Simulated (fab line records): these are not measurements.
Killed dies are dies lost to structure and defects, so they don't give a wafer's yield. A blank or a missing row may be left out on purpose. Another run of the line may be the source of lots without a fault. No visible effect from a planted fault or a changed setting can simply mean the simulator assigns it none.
fab line records	flow sky130
[record] lots = 14	wafers = 42	lastDay = 50
route steps=708 shown GATE_OXIDE@200 POLY_GATE@205 LDD_N@247
lots with no fault: from the same line, run without faults
startH: hours from the record's opening day to when the first of the lot's shown wafers began	waitH: time in hours since the lot's previous step	" unchanged from the row above	L1.1+2: several wafers, shown together as one row	- no value, or no start given	* or withheld: withheld	< > ~ a bound
route shown NAME@n: NAME is a module with steps in the file, n the number in the route of the first one	usual: the fault-free wafers' mean and standard deviation	same: alike in all rows	chamber/n: place in a boat	sites: the reading at each site	_std_site: their standard deviation	_edge_site: mean of outer sites minus mean of inner sites	radiusMm: for every site, how far away it sits from the centre of the wafer	mask NAME#n: copy n	behind: tool/chamber where the wafer was last shaped	hold: why the lot went on hold/how many hours it stayed there/how the hold came to an end	device: transistor that didn't switch, given as n, p or np	end of line: at the end of the route, the tests of the same wafers	where a step has no rows: the recipe by itself	killed: dies lost to structure and defects at the first sort, not the wafer's yield	map: a wafer's dies, marking killed ones x, the rest . and places with no die _
set.NAME: the setting as run; set.NAME@STEP: as run at that earlier step	model.NAME: the simulator's own value behind a step, which no gauge read
steps of the route over a sample of lots; a table a step, a row a wafer
services: the hour from which a tool's chamber was out of use, counted from the record's first day as startH (under 0 if before that day), plus the number of hours and why
[[steps]]
[step SKY_GATE_OXIDE_STRIP_13]
[recipe] chemistry = O2/N2	powerW = 1400	pressureMtorr = 1500	platenTempC = withheld	o2FlowSccm = 3000	n2FlowSccm = 300	overashFraction = 0.5
[usual] drypumpMotorCurrentA = 5.4/0.53	oesProductAu = 0.716/0.0042	stripTimeToEndpointS = 14.19/0.042
lot.wafer	tool	chamber	startH	waitH	drypumpMotorCurrentA	oesProductAu	rfHoursCounterH	stripTimeToEndpointS
L362.1	plasmaAsher-02	1	311.65	0.0	5.6	0.715	59	14.14
L362.3	"	1	"	"	5.6	0.710	-	14.14
L362.6	"	1	"	"	5.6	0.723	-	14.12
L363.1	plasmaAsher-04	0	315.83	0.0	6.6	0.711	19	14.24
L363.4	"	1	"	"	5.3	0.721	-	14.18
L363.6	"	1	"	"	5.3	0.713	-	14.15
L364.1	plasmaAsher-02	0	329.14	0.0	5.0	0.716	61	14.20
L364.3	"	0	"	"	4.9	0.714	-	14.24
L364.4	"	1	"	"	5.5	0.712	-	14.22
L366.2	plasmaAsher-02	0	334.91	0.0	4.9	0.722	61	14.12
L366.5	"	1	"	"	5.6	0.717	-	14.11
L366.6	"	0	"	"	5.0	0.712	-	14.11
L367.1	plasmaAsher-02	1	357.96	0.0	5.6	0.718	64	14.22
L367.2	"	0	"	"	5.0	0.715	64	14.25
L367.4	"	1	"	"	5.6	0.712	-	14.17
L370.2	plasmaAsher-02	0	377.67	0.0	4.9	0.717	66	14.18
L370.5	"	1	"	"	5.6	0.714	-	14.20
L370.6	"	0	"	"	5.0	0.726	-	14.12
L371.1	plasmaAsher-02	1	387.43	0.0	5.5	0.715	67	14.23
L371.2	"	0	"	"	4.9	0.714	67	14.20
L371.5	"	1	"	"	5.5	0.716	-	14.25
L372.2	plasmaAsher-02	0	392.14	0.0	4.9	0.719	67	14.14
L372.4	"	1	"	"	5.5	0.722	-	14.13
L372.5	"	0	"	"	4.9	0.723	-	14.16
L379.1	plasmaAsher-02	0	462.14	0.0	5.0	0.714	3	14.20
L379.2	"	1	"	"	5.6	0.712	3	14.22
L379.6	"	0	"	"	4.9	0.710	-	14.22
L380.2	plasmaAsher-02	1	466.08	0.0	5.5	0.718	4	14.23
L380.4	"	1	"	"	5.6	0.716	-	14.21
L380.5	"	1	"	"	5.6	0.712	-	14.24
L382.3	plasmaAsher-04	0	475.12	0.0	6.6	0.718	-	14.18
L382.5	"	1	"	"	5.3	0.709	-	14.19
L382.6	"	0	"	"	6.6	0.702	-	14.20
L383.1	plasmaAsher-01	0	485.91	0.0	4.9	0.718	67	14.16
L383.4	"	0	"	"	4.8	0.724	-	14.15
L383.6	"	0	"	"	4.9	0.716	-	14.16
L384.1	plasmaAsher-02	0	490.54	0.0	4.9	0.720	6	14.11
L384.3	"	1	"	"	5.5	0.717	-	14.16
L384.6	"	0	"	"	5.0	0.720	-	14.15
L385.2	plasmaAsher-01	0	504.22	0.0	4.9	0.715	69	14.19
L385.3	"	1	"	"	6.1	0.714	-	14.19
L385.4	"	0	"	"	4.9	0.717	-	14.24
[step SKY_POLY_GATE_THK_MEAS_01]
[recipe] reads = poly-Si_of_POLY_GATE_CVD_00
[usual] POLY_GATE_CVD_00_THK = 179.3/1.7
lot.wafer	tool	chamber	startH	waitH	POLY_GATE_CVD_00_THK[nm]
L362.1	filmMetro-02	-	317.39	0.0	181.0
L362.3	"	-	"	"	181.3
L362.6	"	-	"	"	181.9
L363.1	filmMetro-01	-	324.31	0.0	180.8
L363.4	"	-	"	"	179.2
L363.6	"	-	"	"	180.3
L364.1	filmMetro-01	-	333.76	0.0	180.8
L364.3	"	-	"	"	181.3
L364.4	"	-	"	"	182.7
L366.2	filmMetro-04	-	338.22	0.0	179.7
L366.5	"	-	"	"	178.9
L366.6	"	-	"	"	180.1
L367.1	filmMetro-01	-	360.95	0.0	180.5
L367.2	"	-	"	"	181.4
L367.4	"	-	"	"	181.8
L370.2	filmMetro-02	-	382.61	0.0	178.5
L370.5	"	-	"	"	177.4
L370.6	"	-	"	"	177.1
L371.1	filmMetro-02	-	391.28	0.0	179.0
L371.2	"	-	"	"	178.4
L371.5	"	-	"	"	178.0
L372.2	filmMetro-02	-	396.83	0.0	179.1
L372.4	"	-	"	"	179.0
L372.5	"	-	"	"	178.2
L379.1	filmMetro-01	-	465.13	0.0	180.0
L379.2	"	-	"	"	180.1
L379.6	"	-	"	"	180.8
L380.2	filmMetro-02	-	469.27	0.0	179.6
L380.4	"	-	"	"	178.5
L380.5	"	-	"	"	179.7
L382.3	filmMetro-04	-	478.05	0.0	178.0
L382.5	"	-	"	"	177.2
L382.6	"	-	"	"	176.0
L383.1	filmMetro-02	-	491.34	0.0	179.2
L383.4	"	-	"	"	178.7
L383.6	"	-	"	"	178.8
L384.1	filmMetro-04	-	494.09	0.0	176.6
L384.3	"	-	"	"	176.4
L384.6	"	-	"	"	175.6
L385.2	filmMetro-01	-	507.17	0.0	181.1
L385.3	"	-	"	"	182.2
L385.4	"	-	"	"	181.1
[step SKY_POLY_GATE_CD_MEAS_13]
[recipe] targetCdNm = 150
[usual] cdNm = 149.8/1.7
lot.wafer	tool	chamber	startH	waitH	cdNm
L362.1	cdSem-02	-	374.57	-	148.7
L362.3	"	-	"	"	148.2
L362.6	"	-	"	"	147.9
L363.1	cdSem-02	-	380.47	-	150.6
L363.4	"	-	"	"	150.9
L363.6	"	-	"	"	150.7
L364.1	cdSem-02	-	390.62	-	147.2
L364.3	"	-	"	"	148.9
L364.4	"	-	"	"	148.2
L366.2	cdSem-01	-	396.52	-	152.1
L366.5	"	-	"	"	150.1
L366.6	"	-	"	"	151.5
L367.1	cdSem-02	-	421.17	-	147.1
L367.2	"	-	"	"	144.5
L367.4	"	-	"	"	146.8
L370.2	cdSem-02	-	443.82	-	149.7
L370.5	"	-	"	"	148.4
L370.6	"	-	"	"	149.8
L371.1	cdSem-02	-	453.72	-	151.2
L371.2	"	-	"	"	151.0
L371.5	"	-	"	"	150.1
L372.2	cdSem-01	-	458.94	-	149.3
L372.4	"	-	"	"	149.6
L372.5	"	-	"	"	149.4
L379.1	cdSem-02	-	530.20	-	149.9
L379.2	"	-	"	"	149.8
L379.6	"	-	"	"	149.9
L380.2	cdSem-02	-	532.47	-	149.9
L380.4	"	-	"	"	152.3
L380.5	"	-	"	"	150.7
L382.3	cdSem-02	-	540.64	-	150.1
L382.5	"	-	"	"	149.6
L382.6	"	-	"	"	149.7
L383.1	cdSem-01	-	553.20	-	151.9
L383.4	"	-	"	"	150.9
L383.6	"	-	"	"	150.9
L384.1	cdSem-02	-	556.85	-	147.0
L384.3	"	-	"	"	149.4
L384.6	"	-	"	"	147.9
L385.2	cdSem-01	-	569.39	-	149.6
L385.3	"	-	"	"	149.4
L385.4	"	-	"	"	150.4
[step SKY_LDD_N_IMPLANT_10]
[recipe] species = As	energyKev = 20	doseCm2 = 7.5e+13	tiltDeg = withheld	rotationDeg = 203
[usual] beamOnS = 10.00/0.2	doseIonsCm2 = 7.5e+13/8.1e+10	faradayCurrentUA = 423/8.6	rotationDeg = 203.00/0.051
lot.wafer	tool	chamber	startH	waitH	beamOnS	doseIonsCm2	faradayCurrentUA	rotationDeg
L362.1	implanter-01	0	407.59	0.1	10.06	7.498e+13	421	203.01
L362.3	"	0	"	"	10.04	7.508e+13	420	203.04
L362.6	"	0	"	"	10.10	7.51e+13	418	203.10
L363.1	implanter-04	0	411.64	0.1	9.70	7.496e+13	436	203.03
L363.4	"	0	"	"	9.90	7.498e+13	427	203.02
L363.6	"	0	"	"	9.71	7.499e+13	435	203.07
L364.1	implanter-01	0	424.24	0.1	10.07	7.51e+13	421	202.97
L364.3	"	0	"	"	9.75	7.504e+13	434	203.01
L364.4	"	0	"	"	10.23	7.506e+13	415	203.02
L366.2	implanter-01	0	430.36	0.1	10.22	7.492e+13	414	202.99
L366.5	"	0	"	"	10.31	7.498e+13	409	203.05
L366.6	"	0	"	"	9.73	7.491e+13	433	202.99
L367.1	implanter-01	0	454.30	0.1	9.69	7.49e+13	435	203.06
L367.2	"	0	"	"	10.38	7.497e+13	407	202.96
L367.4	"	0	"	"	10.19	7.489e+13	415	203.05
L370.2	implanter-01	0	476.48	0.1	10.10	7.493e+13	418	202.85
L370.5	"	0	"	"	10.21	7.504e+13	414	202.95
L370.6	"	0	"	"	9.81	7.492e+13	432	202.99
L371.1	implanter-01	0	487.55	0.1	10.05	7.511e+13	421	202.98
L371.2	"	0	"	"	9.84	7.511e+13	432	202.97
L371.5	"	0	"	"	9.85	7.508e+13	428	202.93
L372.2	implanter-01	0	493.03	0.1	9.71	7.5e+13	436	202.91
L372.4	"	0	"	"	9.62	7.499e+13	439	203.02
L372.5	"	0	"	"	10.22	7.499e+13	414	203.15
L379.1	implanter-01	0	562.74	0.1	10.04	7.492e+13	421	203.05
L379.2	"	0	"	"	10.10	7.512e+13	421	202.93
L379.6	"	0	"	"	10.06	7.493e+13	420	203.03
L380.2	implanter-01	0	564.43	0.1	33.54	3.4508e+14	580	203.06
L380.4	"	0	"	"	33.58	3.4498e+14	578	203.04
L380.5	"	0	"	"	33.22	3.4506e+14	586	202.94
L382.3	implanter-01	0	572.40	0.1	32.58	3.4525e+14	596	203.00
L382.5	"	0	"	"	33.71	3.4515e+14	575	202.99
L382.6	"	0	"	"	33.49	3.4516e+14	581	203.01
L383.1	implanter-04	0	585.48	0.1	10.00	7.502e+13	420	203.10
L383.4	"	0	"	"	10.17	7.506e+13	415	203.00
L383.6	"	0	"	"	9.90	7.497e+13	427	203.01
L384.1	implanter-03	0	589.14	0.1	10.16	7.48e+13	418	203.03
L384.3	"	0	"	"	10.17	7.497e+13	415	202.99
L384.6	"	0	"	"	10.21	7.503e+13	415	203.02
L385.2	implanter-03	0	600.96	0.1	10.03	7.502e+13	420	202.98
L385.3	"	0	"	"	10.10	7.516e+13	419	203.03
L385.4	"	0	"	"	9.71	7.499e+13	434	202.98
[step SKY_LDD_N_STRIP_16]
[recipe] chemistry = O2/N2	powerW = 1400	pressureMtorr = 1500	platenTempC = withheld	o2FlowSccm = 3000	n2FlowSccm = 300	overashFraction = 0.5
[usual] drypumpMotorCurrentA = 5.4/0.47	oesProductAu = 0.407/0.0045	stripTimeToEndpointS = 4.319/0.014
lot.wafer	tool	chamber	startH	waitH	drypumpMotorCurrentA	oesProductAu	rfHoursCounterH	stripTimeToEndpointS
L362.1	plasmaAsher-02	1	408.49	0.1	5.6	0.409	69	4.320
L362.3	"	1	"	"	5.6	0.411	-	4.336
L362.6	"	1	"	"	5.5	0.416	-	4.303
L363.1	plasmaAsher-01	0	412.54	0.1	4.9	0.416	59	4.335
L363.4	"	0	"	"	4.9	0.401	-	4.321
L363.6	"	0	"	"	4.9	0.406	-	4.313
L364.1	plasmaAsher-03	1	425.14	0.1	5.9	0.407	73	4.326
L364.3	"	0	"	"	6.1	0.408	-	4.325
L364.4	"	1	"	"	5.9	0.404	-	4.333
L366.2	plasmaAsher-02	1	431.23	0.1	5.5	0.414	0	4.338
L366.5	"	0	"	"	4.9	0.410	-	4.314
L366.6	"	1	"	"	5.6	0.406	-	4.318
L367.1	plasmaAsher-02	1	455.20	0.1	5.5	0.405	2	4.336
L367.2	"	0	"	"	5.0	0.403	2	4.332
L367.4	"	1	"	"	5.5	0.411	-	4.324
L370.2	plasmaAsher-02	0	477.35	0.1	5.0	0.407	5	4.300
L370.5	"	1	"	"	5.5	0.412	-	4.319
L370.6	"	0	"	"	5.0	0.406	-	4.315
L371.1	plasmaAsher-01	0	488.45	0.1	4.9	0.402	67	4.296
L371.2	"	1	"	"	6.0	0.408	67	4.307
L371.5	"	0	"	"	4.9	0.401	-	4.320
L372.2	plasmaAsher-02	0	493.90	0.1	4.9	0.404	6	4.337
L372.4	"	0	"	"	4.9	0.411	-	4.323
L372.5	"	0	"	"	4.9	0.404	-	4.345
L379.1	plasmaAsher-03	0	563.64	0.1	6.0	0.406	87	4.328
L379.2	"	1	"	"	5.9	0.408	87	4.306
L379.6	"	0	"	"	6.0	0.409	-	4.320
L380.2	plasmaAsher-02	1	565.30	0.1	5.5	0.409	13	4.995
L380.4	"	1	"	"	5.5	0.409	-	5.020
L380.5	"	1	"	"	5.5	0.407	-	4.987
L382.3	plasmaAsher-02	1	573.29	0.1	5.6	0.408	-	5.009
L382.5	"	0	"	"	4.9	0.399	-	5.002
L382.6	"	1	"	"	5.5	0.410	-	5.020
L383.1	plasmaAsher-02	1	586.38	0.1	5.5	0.405	16	4.290
L383.4	"	0	"	"	4.9	0.405	-	4.290
L383.6	"	0	"	"	4.9	0.406	-	4.313
L384.1	plasmaAsher-01	0	590.04	0.1	4.9	0.413	79	4.317
L384.3	"	1	"	"	6.1	0.397	-	4.334
L384.6	"	1	"	"	6.1	0.407	-	4.317
L385.2	plasmaAsher-02	0	601.84	0.1	4.9	0.410	18	4.330
L385.3	"	1	"	"	5.5	0.414	-	4.321
L385.4	"	0	"	"	4.9	0.406	-	4.319
[step SKY_LDD_N_TW_MEAS_17]
[usual] LDD_N_TW = 2585/29
lot.wafer	tool	chamber	startH	waitH	LDD_N_TW
L362.1	filmMetro-03	-	408.59	0.1	2571
L362.3	"	-	"	"	2544
L362.6	"	-	"	"	2565
L363.1	filmMetro-04	-	412.64	0.1	2632
L363.4	"	-	"	"	2625
L363.6	"	-	"	"	2614
L364.1	filmMetro-04	-	425.24	0.1	2615
L364.3	"	-	"	"	2605
L364.4	"	-	"	"	2609
L366.2	filmMetro-02	-	431.34	0.1	2567
L366.5	"	-	"	"	2553
L366.6	"	-	"	"	2547
L367.1	filmMetro-04	-	455.30	0.1	2591
L367.2	"	-	"	"	2576
L367.4	"	-	"	"	2568
L370.2	filmMetro-04	-	477.46	0.1	2606
L370.5	"	-	"	"	2598
L370.6	"	-	"	"	2600
L371.1	filmMetro-02	-	488.55	0.1	2557
L371.2	"	-	"	"	2553
L371.5	"	-	"	"	2566
L372.2	filmMetro-03	-	494.01	0.1	2580
L372.4	"	-	"	"	2582
L372.5	"	-	"	"	2575
L379.1	filmMetro-03	-	563.74	0.1	2587
L379.2	"	-	"	"	2577
L379.6	"	-	"	"	2577
L380.2	filmMetro-02	-	565.41	0.1	2802
L380.4	"	-	"	"	2816
L380.5	"	-	"	"	2801
L382.3	filmMetro-04	-	573.37	0.1	2901
L382.5	"	-	"	"	2907
L382.6	"	-	"	"	2905
L383.1	filmMetro-03	-	586.48	0.1	2572
L383.4	"	-	"	"	2583
L383.6	"	-	"	"	2575
L384.1	filmMetro-04	-	590.14	0.1	2634
L384.3	"	-	"	"	2628
L384.6	"	-	"	"	2608
L385.2	filmMetro-03	-	601.95	0.1	2589
L385.3	"	-	"	"	2582
L385.4	"	-	"	"	2575
[[services]]
tool	chamber	startH	hours	kind
implanter-03	-	289.94	3.0	repair
implanter-01	-	298.43	2.8	pm
implanter-03	-	315.37	2.4	repair
implanter-04	-	321.57	3.5	repair
plasmaAsher-03	-	338.23	4.0	repair
implanter-01	-	373.59	5.7	repair
implanter-01	-	374.48	0.6	repair
implanter-04	-	375.25	1.7	repair
implanter-04	-	385.75	4.6	pm
plasmaAsher-03	-	386.30	14.6	pm
implanter-03	-	408.45	14.1	pm
implanter-01	-	410.30	12.7	repair
plasmaAsher-02	-	416.88	3.7	repair
plasmaAsher-02	-	421.25	9.0	pm
implanter-03	-	450.43	6.2	pm
plasmaAsher-03	-	471.61	2.8	pm
plasmaAsher-03	-	477.05	4.3	pm
plasmaAsher-02	-	478.98	2.8	pm
implanter-04	-	486.03	4.5	repair
implanter-03	-	514.47	2.1	repair
implanter-03	-	516.10	4.0	repair
plasmaAsher-04	-	534.69	14.6	pm
plasmaAsher-02	-	544.48	4.2	repair
implanter-01	-	573.25	3.6	pm
[[key]]
[firstSign] step = SKY_LDD_N_IMPLANT_10	reading = doseIonsCm2	direction = up	sigmas = 99+	usual = *	struck = *
[effect] step = SKY_LDD_N_IMPLANT_10	reading = beamOnS	direction = up	sigmas = 99+	usual = 10.00	struck = 33.35
[effect] step = SKY_LDD_N_STRIP_16	reading = stripTimeToEndpointS	direction = up	sigmas = 49	usual = *	struck = *
[effect] step = SKY_LDD_N_TW_MEAS_17	reading = LDD_N_TW	direction = up	sigmas = 9.5	usual = 2585	struck = 2855
metAt SKY_LDD_N_IMPLANT_10
struckLots L380,L382
sortLeftOut L380.2,L380.4,L380.5
testerLeftOut L380,L382
notActingAt SKY_GATE_OXIDE_STRIP_13,SKY_POLY_GATE_THK_MEAS_01,SKY_POLY_GATE_CD_MEAS_13
onsetBetween 562.74 564.43
[fault] kind = processParameterDrift	tool = implanter-01	chamber = -	onsetH = 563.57	steps = SKY_LDD_N_IMPLANT_10	channel = doseCm2	offset = *	shape = step	endH = 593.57	actsIn = *	stated = *
// testerLeftOut: of these lots the tester's yield and bins aren't shown, on N5 and GAA mostly nor the transistor test; their killed dies are dies lost to structure and defects alone, not to doping, threshold or leakage, so they don't give the yield
// sortLeftOut: the simulated sort isn't trusted on such a fault, so these wafers' sort isn't shown, and their yield isn't known
